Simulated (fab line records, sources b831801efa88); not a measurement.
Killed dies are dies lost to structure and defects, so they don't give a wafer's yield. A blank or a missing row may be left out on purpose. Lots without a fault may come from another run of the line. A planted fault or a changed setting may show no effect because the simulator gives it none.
fab line records | flow sky130
record lots=6 wafers=18 last_day=50
route steps=708 shown VIA4@644 PAD_OPEN@708
lots that met no fault: from a run of the same line without faults
start_h: hours from the record's first day to the start of the lot's first wafer shown | wait_h: hours since the lot's step before | " the same as in the row above | L1.1+2: a row that stands for several wafers | - no value, or no start given | * or withheld: withheld | < > ~ a bound
route shown NAME@n: a module of which the file shows steps, and the number in the route of the first | usual: mean/standard deviation of fault-free wafers | same: alike in all rows | chamber/n: place in a boat | sites: the reading at each site | _std_site: their standard deviation | _edge_site: outer sites' mean less inner sites' | radius_mm: how far each site lies from the wafer's centre | mask NAME#n: copy n | behind: the tool/chamber that last shaped the wafer | hold: why the lot was held/for how many hours/how that ended | device: the transistor (n, p or np) that didn't switch | end of line: the same wafers' tests at the end of the route | a step without rows: its recipe alone | killed: dies lost to structure and defects at the first sort, not the wafer's yield | map: a wafer's dies, x killed, . not, _ none there
set.NAME: the setting as run; set.NAME@STEP: as run at that earlier step | model.NAME: the simulator's own value behind a step, which no gauge read
lots at some steps of the route; a table a step, a row a wafer
services: from which hour (start_h, from the record's first day; less than 0 if before it) a tool's chamber was out of use, for how many hours, and why
## steps
# step SKY_VIA4_HMDS_05
# recipe prime_time_s=60 prime_temp_c=120
# step SKY_VIA4_COAT_06
# recipe resist=NOVOLAK spin_rpm=3000 resist_thk_nm=1140
# step SKY_VIA4_SOFTBAKE_07
# recipe temp_c=90 time_s=60 resist=NOVOLAK
# step SKY_VIA4_EXPOSE_08
# recipe mask_id=VIM4 na=0.6 source_shape=conventional sigma_outer=0.6 polarization=unpolarized target_cd_nm=800 dose_mj=132
# step SKY_VIA4_PEB_09
# recipe temp_c=withheld time_s=* resist=NOVOLAK
# step SKY_VIA4_DEVELOP_10
# recipe resist=NOVOLAK developer=TMAH develop_time_s=60 dev_temp_c=23
# step SKY_VIA4_OVL_MEAS_11
# usual VIA4_OVL=1.4/1.4
# columns lot.wafer tool chamber start_h wait_h VIA4_OVL[nm]
L504.1 overlay-01 - 1010.77 0.1 -1.2
L504.2 " - " " -0.9
L504.5 " - " " 0.6
L511.1 overlay-01 - 1060.72 0.1 3.6
L511.2 " - " " 1.1
L511.4 " - " " 0.7
L515.1 overlay-02 - 1084.40 0.1 0.7
L515.2 " - " " 0.1
L515.4 " - " " 1.1
L516.1 overlay-02 - 1091.20 0.1 1.9
L516.4 " - " " 1.5
L516.5 " - " " 2.1
L518.1 overlay-02 - 1097.07 0.1 2.3
L518.2 " - " " 2.2
L518.4 " - " " 1.8
L524.1 overlay-01 - 1132.92 0.1 -1.2
L524.3 " - " " -0.6
L524.4 " - " " 0.7
# step SKY_VIA4_ETCH_12
# recipe target=SiO2 chemistry=C4F8/O2/Ar stop_on=TiN mask_material=NOVOLAK source_w=1500 bias_w=1200 pressure_mtorr=40 c4f8_flow_sccm=withheld O2_flow_sccm=6 Ar_flow_sccm=300 time_s=withheld target_depth_a=5800
# usual oes_product_au=0.925/0.0046
# columns lot.wafer tool chamber start_h wait_h oes_product_au
L504.1 rie_diel-04 1 1010.80 0.0 0.925
L504.2 " 3 " " 0.920
L504.5 " 2 " " 0.923
L511.1 rie_diel-03 0 1060.75 0.0 0.931
L511.2 " 1 " " 0.919
L511.4 " 3 " " 0.920
L515.1 rie_diel-01 2 1084.44 0.0 0.928
L515.2 " 0 " " 0.917
L515.4 " 3 " " 0.923
L516.1 rie_diel-03 2 1091.24 0.0 0.924
L516.4 " 1 " " 0.927
L516.5 " 1 " " 0.923
L518.1 rie_diel-04 1 1097.10 0.0 0.934
L518.2 " 2 " " 0.924
L518.4 " 0 " " 0.919
L524.1 rie_diel-01 3 1132.95 0.0 0.925
L524.3 " 0 " " 0.923
L524.4 " 1 " " 0.927
# step SKY_VIA4_STRIP_13
# recipe chemistry=O2/N2 power_w=1400 pressure_mtorr=1500 platen_temp_c=withheld o2_flow_sccm=3000 n2_flow_sccm=300 overash_fraction=0.5
# usual drypump_motor_current_A=5.4/0.31 n2_flow_sccm=300.0/0.92 oes_product_au=0.709/0.0044 strip_time_to_endpoint_s=12.806/0.029
# same overash_fraction=0.5
# columns lot.wafer tool chamber start_h wait_h drypump_motor_current_A n2_flow_sccm oes_product_au rf_hours_counter_h strip_time_to_endpoint_s
L504.1 plasma_asher-04 0 1010.87 - 5.1 299.9 0.713 27 12.833
L504.2 " 1 " " 5.4 300.6 0.705 27 12.846
L504.5 " 1 " " 5.4 299.3 0.725 - 12.823
L511.1 plasma_asher-04 1 1060.82 - 5.4 301.0 0.714 33 12.774
L511.2 " 0 " " 5.1 299.5 0.701 33 12.806
L511.4 " 1 " " 5.4 299.4 0.714 - 12.831
L515.1 plasma_asher-03 0 1084.51 - 5.6 300.5 0.718 95 12.760
L515.2 " 1 " " 5.7 299.7 0.711 95 12.821
L515.4 " 1 " " 5.7 299.8 0.697 - 12.801
L516.1 plasma_asher-03 0 1091.31 - 5.6 300.0 0.712 96 12.811
L516.4 " 0 " " 5.6 298.3 0.711 - 12.782
L516.5 " 1 " " 5.7 300.9 0.703 - 12.816
L518.1 plasma_asher-01 0 1097.18 - 5.4 300.9 0.705 3 12.816
L518.2 " 1 " " 4.9 300.7 0.714 3 12.818
L518.4 " 1 " " 4.9 300.1 0.713 - 12.829
L524.1 plasma_asher-03 0 1133.03 - 5.6 301.0 0.705 100 12.816
L524.3 " 1 " " 5.7 300.4 0.711 - 12.800
L524.4 " 0 " " 5.6 301.0 0.709 - 12.823
# step SKY_VIA4_STRIP_14
# recipe chemistry=post_etch_residue_remover time_s=1200 temp_c=72.5
# step SKY_VIA4_CLEAN_15
# recipe chemistry=IPA time_s=180 temp_c=25
# step SKY_VIA4_CLEAN_16
# recipe chemistry=O3/DIW dry=n2_spin
# step SKY_VIA4_SPUTTER_17
# recipe material=TiN target_thk_nm=20 chamber_pressure_pa=5 power_w=4000 time_s=80
# usual throttle_valve_pct=30.3/1.1
# columns lot.wafer tool chamber start_h wait_h throttle_valve_pct model.TiN_of_VIA4_SPUTTER_17.thk_nm
L504.1 pvd_sputter-04 - 1011.47 0.0 30.9 20.03
L504.2 " - " " 31.5 20.21
L504.5 " - " " 29.7 20
L511.1 pvd_sputter-04 - 1061.42 0.0 31.8 19.98
L511.2 " - " " 30.4 19.98
L511.4 " - " " 31.6 19.99
L515.1 pvd_sputter-04 - 1085.10 0.0 29.7 19.11
L515.2 " - " " 30.6 19.96
L515.4 " - " " 31.9 20.02
L516.1 pvd_sputter-01 - 1091.91 0.0 31.2 20.29
L516.4 " - " " 31.1 20.26
L516.5 " - " " 31.2 20.26
L518.1 pvd_sputter-04 - 1097.79 0.0 30.3 19.76
L518.2 " - " " 29.7 18.85
L518.4 " - " " 31.7 19.92
L524.1 pvd_sputter-01 - 1133.62 0.0 31.8 19.95
L524.3 " - " " 31.1 20.07
L524.4 " - " " 30.6 19.98
# step SKY_VIA4_CVD_18
# recipe material=W target_thk_nm=505 time_s=152.14 temp_c=400 pressure_torr=40
# usual heater_power_w=887/78
# columns lot.wafer tool chamber start_h wait_h heater_power_w
L504.1 cvd_w-02 1 1011.53 0.0 845
L504.2 " 0 " " 973
L504.5 " 0 " " 948
L511.1 cvd_w-02 0 1061.48 0.0 983
L511.2 " 1 " " 862
L511.4 " 0 " " 996
L515.1 cvd_w-01 1 1085.16 0.0 922
L515.2 " 0 " " 791
L515.4 " 0 " " 763
L516.1 cvd_w-01 1 1091.97 0.0 971
L516.4 " 1 " " 976
L516.5 " 1 " " 956
L518.1 cvd_w-01 1 1097.85 0.0 968
L518.2 " 0 " " 807
L518.4 " 0 " " 795
L524.1 cvd_w-01 1 1133.68 0.0 969
L524.3 " 1 " " 974
L524.4 " 0 " " 790
# step SKY_PAD_OPEN_PROBE_99
# usual defect_limited_yield=82.5/1.8 killed_at_M0_to_M3=43/6.9 killed_at_M4_up=3.1/1.8 killed_at_contacts=24/5.1 killed_at_front_end=15/4.8 killed_at_other=0.3/0.48 killed_dies=86/8.9 killed_open=47/6.8 killed_short=39/6.3 sort_bin_3_pad_short=0.8/0.39 sort_bin_5_function=10.3/1.5 sort_bin_6_memory=6.3/1.1 sort_n_pass=406/8.9 sort_yield_pct=82.5/1.8
# same gross_dies=492 killed_at_back_side=0 sort_bin_4_leakage[%]=0 sort_bin_8_speed[%]=0
# columns lot.wafer tool chamber start_h wait_h defect_limited_yield[%] killed_at_M0_to_M3 killed_at_M4_up killed_at_contacts killed_at_front_end killed_at_other killed_dies killed_open killed_short sort_bin_3_pad_short[%] sort_bin_5_function[%] sort_bin_6_memory[%] sort_n_pass sort_yield_pct[%]
L504.1 prober-01 - 1081.94 0.1 78.5 48 3 32 23 0 106 57 49 1.2 13.4 6.9 386 78.5
L504.2 prober-01 - 1081.99 0.1 79.3 59 1 26 14 2 102 48 54 1.6 12.0 7.1 390 79.3
L504.5 prober-01 - 1082.14 0.2 81.1 44 2 26 21 0 93 47 46 1.0 11.6 6.3 399 81.1
L511.1 prober-01 - 1127.28 0.1 83.9 35 4 26 14 0 79 40 38 0.4 9.6 6.1 413 83.9
L511.2 prober-01 - 1127.33 0.1 81.7 50 2 25 13 0 90 52 37 1.0 11.2 6.1 402 81.7
L511.4 prober-01 - 1127.43 0.2 82.1 52 2 28 6 0 88 47 41 1.2 10.2 6.5 404 82.1
L515.1 prober-02 - 1148.47 0.1 80.7 45 4 36 10 0 95 47 48 1.2 14.0 4.1 397 80.7
L515.2 prober-02 - 1148.52 0.1 82.1 53 2 22 11 0 88 53 35 0.4 10.8 6.7 404 82.1
L515.4 prober-02 - 1148.62 0.2 85.0 32 1 28 12 1 74 42 32 1.4 7.9 5.7 418 85.0
L516.1 prober-01 - 1154.33 0.1 80.1 58 4 20 16 0 98 55 43 1.4 12.0 6.5 394 80.1
L516.4 prober-01 - 1154.48 0.2 81.9 43 6 24 15 1 89 50 39 1.2 10.0 6.9 403 81.9
L516.5 prober-01 - 1154.53 0.2 82.5 44 2 26 13 1 86 46 40 1.0 10.4 6.1 406 82.5
L518.1 prober-02 - 1159.57 0.1 86.0 29 3 23 14 0 69 33 36 1.0 8.7 4.3 423 86.0
L518.2 prober-02 - 1159.62 0.1 83.3 43 0 28 11 0 82 51 31 1.0 10.2 5.5 410 83.3
L518.4 prober-02 - 1159.72 0.2 82.1 40 4 25 19 0 88 36 52 1.2 10.6 6.1 404 82.1
L524.1 prober-01 - 1189.33 0.1 83.1 42 3 24 14 0 83 39 44 1.2 10.2 5.5 409 83.1
L524.3 prober-01 - 1189.43 0.2 82.1 43 4 24 17 0 88 50 38 1.0 9.1 7.7 404 82.1
L524.4 prober-01 - 1189.48 0.2 84.3 37 4 22 14 0 77 43 34 0.8 8.5 6.3 415 84.3
# killed by level:class
L504.1 CONTACT:geometric_particle:open=12 LI_CONTACT:geometric_particle:open=8 VIA1:geometric_particle:open=8 CONTACT:geometric_particle:short=6 VIA2:geometric_particle:open=6 POLY_GATE:geometric_particle:open=5 METAL1:geometric_particle:short=5 METAL2:geometric_particle:short=5
L504.2 METAL2:geometric_particle:short=14 LI_CONTACT:geometric_particle:open=9 CONTACT:geometric_particle:open=8 METAL1:geometric_particle:short=8 VIA1:geometric_particle:open=8 VIA3:geometric_particle:open=7 VIA1:geometric_particle:short=7 VIA2:geometric_particle:open=6
L504.5 CONTACT:geometric_particle:open=10 VIA1:geometric_particle:open=9 METAL1:geometric_particle:short=8 LI_CONTACT:geometric_particle:open=7 METAL2:geometric_particle:short=7 POLY_GATE:geometric_particle:short=6 VIA2:geometric_particle:open=6 FIELD_ISO:geometric_particle:open=5
L511.1 VIA1:geometric_particle:open=12 CONTACT:geometric_particle:open=9 METAL1:geometric_particle:short=7 FIELD_ISO:geometric_particle:open=6 LI_CONTACT:geometric_particle:short=5 LOCAL_INTERCONNECT:geometric_particle:short=4 CONTACT:geometric_particle:short=4 FIELD_ISO:geometric_particle:short=3
L511.2 VIA1:geometric_particle:open=21 LI_CONTACT:geometric_particle:open=8 VIA1:geometric_particle:short=7 VIA3:geometric_particle:open=6 CONTACT:geometric_particle:open=6 CONTACT:geometric_particle:short=6 POLY_GATE:geometric_particle:short=3 METAL1:geometric_particle:short=3
L511.4 VIA1:geometric_particle:open=13 VIA1:geometric_particle:short=9 LI_CONTACT:geometric_particle:open=8 METAL1:geometric_particle:short=7 CONTACT:geometric_particle:open=6 VIA2:geometric_particle:open=6 VIA3:geometric_particle:open=6 CONTACT:geometric_particle:short=5
L515.1 VIA1:geometric_particle:open=14 LI_CONTACT:geometric_particle:open=12 METAL1:geometric_particle:short=11 CONTACT:geometric_particle:open=10 CONTACT:geometric_particle:short=7 LOCAL_INTERCONNECT:geometric_particle:short=4 METAL2:geometric_particle:short=4 VIA1:geometric_particle:short=4
L515.2 VIA1:geometric_particle:open=14 VIA3:geometric_particle:open=10 LI_CONTACT:geometric_particle:open=7 METAL2:geometric_particle:short=7 CONTACT:geometric_particle:open=7 VIA1:geometric_particle:short=5 METAL1:geometric_particle:short=5 VIA2:geometric_particle:open=5
L515.4 CONTACT:geometric_particle:open=15 VIA3:geometric_particle:open=7 LOCAL_INTERCONNECT:geometric_particle:short=5 METAL2:geometric_particle:short=5 VIA2:geometric_particle:open=5 METAL1:geometric_particle:short=4 FIELD_ISO:geometric_particle:short=3 POLY_GATE:geometric_particle:open=3
L516.1 VIA1:geometric_particle:open=16 LI_CONTACT:geometric_particle:open=11 VIA1:geometric_particle:short=7 FIELD_ISO:geometric_particle:short=6 METAL2:geometric_particle:short=6 VIA2:geometric_particle:open=6 VIA3:geometric_particle:open=6 CONTACT:geometric_particle:open=5
L516.4 VIA1:geometric_particle:open=14 CONTACT:geometric_particle:open=10 FIELD_ISO:geometric_particle:short=7 VIA2:geometric_particle:open=7 LI_CONTACT:geometric_particle:open=6 VIA3:geometric_particle:open=6 METAL4:geometric_particle:short=6 POLY_GATE:geometric_particle:short=5
L516.5 CONTACT:geometric_particle:open=11 VIA1:geometric_particle:short=7 VIA2:geometric_particle:open=6 LI_CONTACT:geometric_particle:open=6 VIA1:geometric_particle:open=6 METAL2:geometric_particle:short=6 VIA3:geometric_particle:open=5 POLY_GATE:geometric_particle:open=4
L518.1 CONTACT:geometric_particle:open=8 VIA1:geometric_particle:open=7 POLY_GATE:geometric_particle:short=5 CONTACT:geometric_particle:short=5 VIA1:geometric_particle:short=5 LI_CONTACT:geometric_particle:open=4 METAL1:geometric_particle:short=4 FIELD_ISO:geometric_particle:short=3
L518.2 VIA1:geometric_particle:open=17 CONTACT:geometric_particle:open=9 LOCAL_INTERCONNECT:geometric_particle:short=6 VIA3:geometric_particle:open=6 LI_CONTACT:geometric_particle:open=5 VIA2:geometric_particle:open=5 CONTACT:geometric_particle:short=4 METAL1:geometric_particle:short=4
L518.4 VIA1:geometric_particle:open=11 CONTACT:geometric_particle:open=9 CONTACT:geometric_particle:short=7 VIA3:geometric_particle:short=6 POLY_GATE:geometric_particle:short=5 VIA1:geometric_particle:short=5 FIELD_ISO:geometric_particle:short=4 POLY_GATE:geometric_particle:open=4
L524.1 FIELD_ISO:geometric_particle:short=7 LI_CONTACT:geometric_particle:open=7 VIA3:geometric_particle:open=7 CONTACT:geometric_particle:open=7 VIA1:geometric_particle:open=6 VIA2:geometric_particle:short=6 METAL1:geometric_particle:short=5 FIELD_ISO:geometric_particle:open=4
L524.3 VIA1:geometric_particle:open=12 CONTACT:geometric_particle:open=9 METAL2:geometric_particle:short=7 VIA2:geometric_particle:open=6 FIELD_ISO:geometric_particle:open=5 VIA1:geometric_particle:short=5 LOCAL_INTERCONNECT:geometric_particle:short=4 CONTACT:geometric_particle:short=4
L524.4 CONTACT:geometric_particle:open=9 VIA1:geometric_particle:open=9 LI_CONTACT:geometric_particle:open=6 METAL1:geometric_particle:short=6 VIA1:geometric_particle:short=6 FIELD_ISO:geometric_particle:open=5 METAL2:geometric_particle:short=4 POLY_GATE:geometric_particle:open=3
## services
# columns tool chamber start_h hours kind
rie_diel-03 1 997.97 8.1 repair
plasma_asher-03 - 1013.91 0.9 repair
rie_diel-01 0 1015.51 3.7 repair
rie_diel-03 1 1017.95 19.2 repair
plasma_asher-01 - 1021.03 1.9 repair
cvd_w-01 - 1029.50 1.0 repair
plasma_asher-03 - 1032.98 4.3 pm
pvd_sputter-04 - 1033.47 8.0 repair
plasma_asher-01 - 1033.50 4.4 repair
pvd_sputter-01 - 1036.14 4.4 repair
cvd_w-02 1 1046.57 - calibration
rie_diel-01 3 1051.99 - clean
rie_diel-01 3 1051.99 16.2 scheduled_down
plasma_asher-01 - 1055.25 9.0 pm
pvd_sputter-04 2 1057.14 - consumable_replace:kit
pvd_sputter-04 2 1057.14 18.0 scheduled_down
pvd_sputter-04 2 1057.14 18.0 vent_cycle
rie_diel-03 1 1061.34 5.9 repair
plasma_asher-03 - 1065.66 0.7 repair
rie_diel-03 3 1082.42 4.8 repair
pvd_sputter-01 - 1088.48 2.2 repair
rie_diel-03 - 1093.95 0.9 repair
plasma_asher-04 - 1111.99 3.7 repair
plasma_asher-04 - 1131.85 0.3 repair
## key
first_sign none at tools or gauges
model_effect step=SKY_VIA4_SPUTTER_17 value=TiN_of_VIA4_SPUTTER_17.thk_nm without=19.83 struck=18.98
met_at SKY_VIA4_SPUTTER_17
struck_wafers L515.1,L518.2
onset_between 1011.47 1085.10
fault kind=process_parameter_drift tool=pvd_sputter-04 chamber=- onset_h=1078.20 steps=SKY_VIA4_SPUTTER_17 channel=time_s offset=* shape=step end_h=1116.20 acts_in=* stated=* scope=struck_wafers_only
